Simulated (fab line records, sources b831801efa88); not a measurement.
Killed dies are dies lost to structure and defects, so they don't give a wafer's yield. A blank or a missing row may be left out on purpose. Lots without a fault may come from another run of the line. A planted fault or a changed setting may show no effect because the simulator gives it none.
fab line records | flow gf180mcu
record lots=14 wafers=42 last_day=33
route steps=602 shown VT_IMPLANT@96 NSD@243 PSD@261 CONTACT@311
lots that met no fault: from a run of the same line without faults
start_h: hours from the record's first day to the start of the lot's first wafer shown | wait_h: hours since the lot's step before | " the same as in the row above | L1.1+2: a row that stands for several wafers | - no value, or no start given | * or withheld: withheld | < > ~ a bound
route shown NAME@n: a module of which the file shows steps, and the number in the route of the first | usual: mean/standard deviation of fault-free wafers | same: alike in all rows | chamber/n: place in a boat | sites: the reading at each site | _std_site: their standard deviation | _edge_site: outer sites' mean less inner sites' | radius_mm: how far each site lies from the wafer's centre | mask NAME#n: copy n | behind: the tool/chamber that last shaped the wafer | hold: why the lot was held/for how many hours/how that ended | device: the transistor (n, p or np) that didn't switch | end of line: the same wafers' tests at the end of the route | a step without rows: its recipe alone | killed: dies lost to structure and defects at the first sort, not the wafer's yield | map: a wafer's dies, x killed, . not, _ none there
set.NAME: the setting as run; set.NAME@STEP: as run at that earlier step | model.NAME: the simulator's own value behind a step, which no gauge read
steps of the route over a sample of lots; a table a step, a row a wafer
services: from which hour (start_h, from the record's first day; less than 0 if before it) a tool's chamber was out of use, for how many hours, and why
## steps
# step GF_VT_IMPLANT_DEVELOP_06
# recipe develop_time_s=60 dev_temp_c=23
# usual chill_plate_temp_C=22.99/0.1 resist_line_temp_C=23.03/0.1
# columns lot.wafer tool chamber start_h wait_h chill_plate_temp_C resist_line_temp_C
L824.1 litho_track-02 0 110.72 0.1 23.00 23.02
L824.3 " 0 " " 23.03 22.91
L824.6 " 0 " " 22.85 23.04
L825.2 litho_track-01 0 116.55 0.1 23.04 22.94
L825.4 " 0 " " 22.99 22.83
L825.6 " 0 " " 23.02 22.98
L827.1 litho_track-02 0 128.27 0.1 22.81 22.83
L827.2 " 0 " " 22.90 22.92
L827.3 " 0 " " 23.01 23.00
L829.2 litho_track-04 0 141.91 0.1 22.96 23.03
L829.3 " 0 " " 22.99 22.94
L829.6 " 0 " " 23.11 23.04
L831.1 litho_track-02 0 155.22 0.1 23.08 23.04
L831.4 " 0 " " 22.96 23.00
L831.6 " 0 " " 22.99 23.06
L833.2 litho_track-02 0 167.00 0.1 23.08 22.87
L833.4 " 0 " " 23.06 22.89
L833.5 " 0 " " 23.04 22.92
L835.1 litho_track-04 0 181.83 0.1 23.04 23.10
L835.3 " 0 " " 23.11 23.17
L835.6 " 0 " " 23.04 23.09
L836.1 litho_track-01 0 185.52 0.1 23.11 23.02
L836.4 " 0 " " 22.90 23.12
L836.5 " 0 " " 22.98 23.03
L837.4 litho_track-02 0 191.30 0.1 22.89 23.03
L837.5 " 0 " " 23.00 23.11
L837.6 " 0 " " 23.03 23.01
L839.2 litho_track-01 0 206.65 0.1 23.18 22.87
L839.4 " 0 " " 23.13 23.12
L839.6 " 0 " " 23.14 23.04
L840.2 litho_track-04 0 209.56 0.1 23.16 23.04
L840.3 " 0 " " 23.06 22.94
L840.4 " 0 " " 23.13 23.02
L841.2 litho_track-01 0 216.80 0.1 22.92 23.37
L841.4 " 0 " " 22.96 23.26
L841.5 " 0 " " 23.15 23.22
L842.2 litho_track-01 0 221.25 0.1 22.98 23.14
L842.3 " 0 " " 22.93 23.06
L842.6 " 0 " " 22.88 23.05
L843.1 litho_track-01 0 228.97 0.1 23.10 23.02
L843.2 " 0 " " 23.13 23.21
L843.5 " 0 " " 23.05 22.89
# step GF_VT_IMPLANT_TW_MEAS_10
# usual VT_IMPLANT_TW=561/5.3
# columns lot.wafer tool chamber start_h wait_h hold VT_IMPLANT_TW
L824.1 film_metro-02 - 111.16 0.1 - 557
L824.3 " - " " - 557
L824.6 " - " " - 557
L825.2 film_metro-04 - 116.97 0.1 - 563
L825.4 " - " " - 565
L825.6 " - " " - 566
L827.1 film_metro-03 - 128.71 0.1 - 558
L827.2 " - " " - 563
L827.3 " - " " - 559
L829.2 film_metro-02 - 142.33 0.1 - 561
L829.3 " - " " - 564
L829.6 " - " " - 565
L831.1 film_metro-03 - 155.66 0.1 - 558
L831.4 " - " " - 559
L831.6 " - " " - 558
L833.2 film_metro-04 - 167.42 0.1 - 573
L833.4 " - " " - 571
L833.5 " - " " - 573
L835.1 film_metro-02 - 182.27 0.1 - 562
L835.3 " - " " - 564
L835.6 " - " " - 561
L836.1 film_metro-02 - 185.96 0.1 - 564
L836.4 " - " " - 563
L836.5 " - " " - 564
L837.4 film_metro-03 - 191.69 0.1 - 558
L837.5 " - " " - 558
L837.6 " - " " - 557
L839.2 film_metro-03 - 207.07 0.1 - 557
L839.4 " - " " - 561
L839.6 " - " " - 556
L840.2 film_metro-03 - 209.98 0.1 - 555
L840.3 " - " " - 558
L840.4 " - " " - 555
L841.2 film_metro-03 - 217.22 0.1 - 553
L841.4 " - " " - 554
L841.5 " - " " - 558
L842.2 film_metro-02 - 221.67 0.1 await_dispo/0.2h/release 30
L842.3 " - " " await_dispo/0.2h/release 30
L842.6 " - " " await_dispo/0.2h/release 30
L842.2 film_metro-02 - 221.89 0.2 - 30
L842.3 " - " " - 30
L842.6 " - " " - 30
L843.1 film_metro-03 - 229.41 0.1 await_dispo/0.2h/release 30
L843.2 " - " " await_dispo/0.2h/release 30
L843.5 " - " " await_dispo/0.2h/release 30
L843.1 film_metro-03 - 229.70 0.3 - 30
L843.2 " - " " - 30
L843.5 " - " " - 30
# step GF_NSD_OVL_MEAS_08
# usual NSD_OVL=-0.6/1.5
# columns lot.wafer tool chamber start_h wait_h NSD_OVL[nm]
L824.1 overlay-02 - 291.31 0.1 -1.8
L824.3 " - " " 0.3
L824.6 " - " " 0.2
L825.2 overlay-02 - 295.30 0.1 -1.1
L825.4 " - " " -0.2
L825.6 " - " " 1.3
L827.1 overlay-02 - 317.80 0.1 0.6
L827.2 " - " " 2.3
L827.3 " - " " 0.7
L829.2 overlay-01 - 337.10 0.1 0.2
L829.3 " - " " 0.7
L829.6 " - " " -0.7
L831.1 overlay-02 - 358.35 0.1 0.2
L831.4 " - " " 0.6
L831.6 " - " " -0.1
L833.2 overlay-02 - 380.10 0.1 -2.7
L833.4 " - " " -1.5
L833.5 " - " " -2.0
L835.1 overlay-01 - 402.44 0.1 -2.0
L835.3 " - " " -1.9
L835.6 " - " " -0.2
L836.1 overlay-02 - 403.94 0.1 0.9
L836.4 " - " " -0.2
L836.5 " - " " -0.2
L837.4 overlay-02 - 412.96 0.1 2.0
L837.5 " - " " -2.8
L837.6 " - " " -3.6
L839.2 overlay-01 - 434.75 0.1 -0.2
L839.4 " - " " -0.2
L839.6 " - " " -0.5
L840.2 overlay-02 - 435.79 0.1 -1.5
L840.3 " - " " 0.0
L840.4 " - " " -1.1
L841.2 overlay-02 - 441.90 0.1 2.4
L841.4 " - " " -1.1
L841.5 " - " " 1.3
# step GF_PSD_RTA_13
# recipe temp_c=1025 time_s=20 ambient=N2
# usual chamber_o2_ppm=1.997/0.02 lamp_power_pct=38.6/2.1 wafer_temp_C_max=1032.2/1.6
# columns lot.wafer tool chamber start_h wait_h chamber_o2_ppm lamp_power_pct wafer_temp_C_max
L824.1 rtp_anneal-01 0 311.39 0.0 1.980 36.7 1031.5
L824.3 " 0 " " 2.029 36.7 1031.4
L824.6 " 0 " " 1.973 36.7 1031.3
L825.2 rtp_anneal-02 0 315.86 0.0 1.969 40.9 1032.5
L825.4 " 0 " " 1.947 40.9 1031.2
L825.6 " 0 " " 1.952 40.9 1035.3
L827.1 rtp_anneal-01 0 338.70 0.0 2.000 36.7 1031.3
L827.2 " 0 " " 2.001 36.8 1032.0
L827.3 " 0 " " 2.022 36.7 1030.0
L829.2 rtp_anneal-01 0 359.30 0.0 1.996 36.7 1032.7
L829.3 " 0 " " 1.974 36.7 1032.4
L829.6 " 0 " " 1.999 36.7 1030.7
L831.1 rtp_anneal-01 0 380.99 0.0 1.973 36.8 1031.4
L831.4 " 0 " " 1.966 36.7 1030.1
L831.6 " 0 " " 1.975 36.7 1030.0
L833.2 rtp_anneal-02 0 404.02 0.0 1.976 40.9 1034.6
L833.4 " 0 " " 1.951 40.9 1035.5
L833.5 " 0 " " 1.943 40.9 1031.6
L835.1 rtp_anneal-02 0 427.03 0.0 1.979 40.9 1033.2
L835.3 " 0 " " 1.983 40.9 1032.9
L835.6 " 0 " " 2.002 40.9 1034.9
L836.1 rtp_anneal-02 0 428.50 0.0 1.975 40.9 1031.1
L836.4 " 0 " " 2.014 40.9 1032.1
L836.5 " 0 " " 2.011 40.9 1033.0
L837.4 rtp_anneal-01 0 437.63 0.0 2.000 36.7 1029.9
L837.5 " 0 " " 1.991 36.7 1029.6
L837.6 " 0 " " 1.989 36.8 1030.5
L839.2 rtp_anneal-02 0 459.90 0.0 1.987 40.9 1031.6
L839.4 " 0 " " 1.994 40.9 1032.5
L839.6 " 0 " " 1.982 40.9 1032.2
L840.2 rtp_anneal-01 0 460.96 0.0 2.012 36.8 1032.3
L840.3 " 0 " " 2.002 36.7 1030.5
L840.4 " 0 " " 2.006 36.7 1030.6
L841.2 rtp_anneal-02 0 466.81 0.0 2.027 40.9 1034.6
L841.4 " 0 " " 1.994 40.9 1036.0
L841.5 " 0 " " 2.022 40.9 1032.7
# step GF_CONTACT_CVD_24
# recipe material=W target_thk_nm=300 time_s=90.339 temp_c=400 pressure_torr=40
# usual heater_power_w=899/99
# columns lot.wafer tool chamber start_h wait_h heater_power_w
L824.1 cvd_w-02 0 356.20 0.0 797
L824.3 " 0 " " 796
L824.6 " 0 " " 806
L825.2 cvd_w-01 1 359.30 0.0 866
L825.4 " 1 " " 857
L825.6 " 0 " " 932
L827.1 cvd_w-02 1 385.49 0.0 1047
L827.2 " 0 " " 828
L827.3 " 0 " " 817
L829.2 cvd_w-01 1 406.19 0.0 863
L829.3 " 0 " " 945
L829.6 " 1 " " 865
L831.1 cvd_w-01 0 430.64 0.0 946
L831.4 " 0 " " 922
L831.6 " 0 " " 941
L833.2 cvd_w-01 0 453.90 0.0 947
L833.4 " 0 " " 939
L833.5 " 0 " " 951
L835.1 cvd_w-02 1 478.13 0.0 1012
L835.3 " 1 " " 1037
L835.6 " 0 " " 759
L836.1 cvd_w-01 1 479.03 0.0 864
L836.4 " 0 " " 927
L836.5 " 0 " " 958
L837.4 cvd_w-01 1 488.78 0.1 869
L837.5 " 1 " " 848
L837.6 " 1 " " 851
L839.2 cvd_w-02 0 509.58 0.0 728
L839.4 " 1 " " 1026
L839.6 " 1 " " 1029
L840.2 cvd_w-02 0 511.21 0.0 754
L840.3 " 0 " " 742
L840.4 " 1 " " 995
L841.2 cvd_w-02 1 516.55 0.0 1012
L841.4 " 1 " " 1006
L841.5 " 0 " " 735
## services
# columns tool chamber start_h hours kind
cvd_w-01 - 105.03 0.8 repair
cvd_w-02 - 151.20 0.8 repair
litho_track-01 - 262.08 - consumable_replace:filter
cvd_w-01 - 274.68 2.8 pm
cvd_w-02 - 288.28 3.8 pm
cvd_w-01 1 294.04 8.7 repair
cvd_w-01 1 333.20 11.0 repair
cvd_w-02 1 340.96 7.8 repair
cvd_w-01 1 355.38 1.7 repair
cvd_w-02 - 364.60 0.7 repair
cvd_w-02 - 390.00 14.0 pm
cvd_w-02 0 390.00 14.0 vent_cycle
cvd_w-02 1 390.00 14.0 vent_cycle
rtp_anneal-02 - 390.42 5.0 pm
litho_track-02 - 398.98 - consumable_replace:filter
cvd_w-02 0 404.00 - clean
cvd_w-02 1 404.00 - clean
cvd_w-01 1 415.09 20.2 repair
rtp_anneal-01 - 422.55 7.1 pm
cvd_w-01 - 437.18 0.3 repair
cvd_w-02 - 455.37 6.9 pm
cvd_w-01 0 487.12 3.8 repair
cvd_w-02 - 489.34 2.8 pm
cvd_w-01 - 497.81 0.3 repair
## key
first_sign step=GF_VT_IMPLANT_TW_MEAS_10 reading=visit direction=added
effect step=GF_VT_IMPLANT_TW_MEAS_10 reading=VT_IMPLANT_TW direction=down sigmas=99+ usual=561 struck=30
met_at GF_VT_IMPLANT_DEVELOP_06
struck_lots L842,L843
scrapped_behind GF_VT_IMPLANT_TW_MEAS_10 L842.2,L842.3,L842.6,L843.1,L843.2,L843.5
not_acting_at GF_NSD_OVL_MEAS_08,GF_PSD_RTA_13,GF_CONTACT_CVD_24
onset_between 216.80 221.25
also_fits time
fault kind=process_parameter_drift tool=litho_track-01 chamber=- onset_h=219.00 steps=GF_VT_IMPLANT_DEVELOP_06 channel=develop_time_s offset=* shape=step end_h=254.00 acts_in=* stated=*
